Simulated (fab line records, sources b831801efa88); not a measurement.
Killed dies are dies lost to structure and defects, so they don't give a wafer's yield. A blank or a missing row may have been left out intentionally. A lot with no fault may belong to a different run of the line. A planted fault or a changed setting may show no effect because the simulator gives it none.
Lot-split experiment | flow sfq line | on a route of 325 steps: 5 lots, 23 wafers read

## ABOUT THE SPLIT
At SFQ_TRILAYER_M0_DEP_SPUTTER_019 (material Nb, target thk 200 nm, time 133.3 s), the setting time s was moved away from the recipe's 133.3 s on 5 of the 23 wafers read, by -14.9% to +6.8%. The other wafers ran this setting at the recipe's value.

## FROM THE SPLIT TO THE READING: what the file shows between them, 4 steps
- SFQ_M0_RS_MEAS_904: measures by four-point-probe
- SFQ_TRILAYER_M0_LITHO_PEB_024: peb time 60 s (also split here: peb time s)
- SFQ_TRILAYER_M0_LITHO_DEVELOP_023: time 60 s
- SFQ_TRILAYER_M0_BARC_OPEN_METAL_ETCH_031: etches BARC in O2, target depth 125 nm, time 41.7 s

## THE READING
oes product au, in a.u., at SFQ_TRILAYER_M0_ETCH_METAL_ETCH_024 (etches Nb in Cl2/Ar, stops on SiO2, target depth 240 nm, time 120 s). Fault-free wafers of this fab line usually give 0.897 a.u., standard deviation 0.0061 a.u.

wafer  | tool, chamber at the split | time s as run, s | against the recipe | oes product au, a.u. | against lot-mates on the recipe
L075.1 | pvd sputter-04, -          | 133.3            | recipe             | 0.891                | -
L075.2 | pvd sputter-04, -          | 133.3            | recipe             | 0.893                | -
L075.3 | pvd sputter-04, -          | 133.3            | recipe             | 0.909                | -
L075.5 | pvd sputter-04, -          | 133.3            | recipe             | 0.897                | -
L075.6 | pvd sputter-04, -          | 133.3            | recipe             | 0.897                | -
L080.1 | pvd sputter-04, -          | 133.3            | recipe             | 0.901                | -
L080.3 | pvd sputter-04, -          | 133.3            | recipe             | 0.896                | -
L080.4 | pvd sputter-04, -          | 133.3            | recipe             | 0.904                | -
L080.5 | pvd sputter-04, -          | 133.3            | recipe             | 0.904                | -
L080.6 | pvd sputter-04, -          | 133.3            | recipe             | 0.897                | -
L082.1 | pvd sputter-06, -          | 133.3            | recipe             | 0.894                | -
L082.2 | pvd sputter-06, -          | 133.3            | recipe             | 0.896                | -
L082.4 | pvd sputter-06, -          | 142.4            | +6.8%              | 0.925                | +0.030
L082.5 | pvd sputter-06, -          | 142.4            | +6.8%              | 0.927                | +0.032
L082.6 | pvd sputter-06, -          | 142.4            | +6.8%              | 0.925                | +0.030
L084.1 | pvd sputter-04, -          | 113.5            | -14.9%             | 0.814                | -0.077
L084.2 | pvd sputter-04, -          | 133.3            | recipe             | 0.892                | -
L084.4 | pvd sputter-04, -          | 113.5            | -14.9%             | 0.819                | -0.072
L084.5 | pvd sputter-04, -          | 133.3            | recipe             | 0.888                | -
L084.6 | pvd sputter-04, -          | 133.3            | recipe             | 0.892                | -
L085.2 | pvd sputter-04, -          | 133.3            | recipe             | 0.892                | -
L085.3 | pvd sputter-04, -          | 133.3            | recipe             | 0.898                | -
L085.4 | pvd sputter-04, -          | 133.3            | recipe             | 0.910                | -

FIT RESULTS
A straight line over all 23 wafers: oes product au changes by +0.00511 a.u. for each +1% of time s; r = +0.97; the points scatter about the line by 0.0062 a.u.
The same after taking each lot's own level away (the mean of its wafers on the recipe; 23 wafers): +0.00486 a.u. for each +1%; r = +0.98; scatter 0.0047 a.u.
The reading moves by 0.072 a.u. for the largest change in time s, on that fit.
The span of the lots' own levels, 0.8907 to 0.9004 a.u., comes to 1.6 times the standard deviation stated above.
Hence the lot-to-lot level has little effect on the slope; both slopes agree.
Check: -0.0701 a.u. against its lot-mates is what the line predicts for one of the wafers moved furthest among these (-14.9%) when that wafer is left out of the fit. Against them it came out at -0.0767 a.u.

## ADDITIONAL SPLITS CARRIED BY THESE WAFERS
Other splits were also applied to these wafers ahead of the reading. Each is held against what the fit with the lots' levels taken away leaves over:
other split on the same wafers                | wafers away from the commonest value | r with oes product au (lot level and that fit taken away)
SFQ_TRILAYER_INCOMING_OXIDATION_002 ox time s | 18                                   | -0.07
SFQ_TRILAYER_L0_LITHO_COAT_005 spin rpm       | 5                                    | -0.04
SFQ_TRILAYER_L0_VIA_LITHO_COAT_013 spin rpm   | 9                                    | -0.16
SFQ_TRILAYER_M0_LITHO_PEB_024 peb time s      | 6                                    | +0.09

## THE WHOLE CHAIN: every reading that the file lists as answering this split, in the file's order
step                                  | what it does                                                        | reading                                                                                   | change (the file's fit)                   | r (the file's)
SFQ_TRILAYER_M0_DEP_SPUTTER_019       | material Nb, target thk 200 nm, time 133.3 s                        | Nb_of_TRILAYER_M0_DEP_SPUTTER_019.thk nm (the simulator's own value, which no gauge read) | +1.95 nm for each +1% of the setting      | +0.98
SFQ_M0_RS_MEAS_904                    | measures by four-point-probe                                        | M0_NB_RS                                                                                  | -0.0101 for each +1% of the setting       | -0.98
SFQ_TRILAYER_M0_ETCH_METAL_ETCH_024   | etches Nb in Cl2/Ar, stops on SiO2, target depth 240 nm, time 120 s | oes product au                                                                            | +0.00488 a.u. for each +1% of the setting | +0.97
SFQ_TRILAYER_I0_VIA_ETCH_VIA_ETCH_034 | etches SiO2 in CHF3, stops on Nb, target depth 260 nm               | Nb_of_TRILAYER_M0_DEP_SPUTTER_019.thk nm (the simulator's own value, which no gauge read) | +1.97 nm for each +1% of the setting      | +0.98

## THE FILE'S OWN FIT
oes product au changes by +0.00488 a.u. for each +1% of time s, r = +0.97.
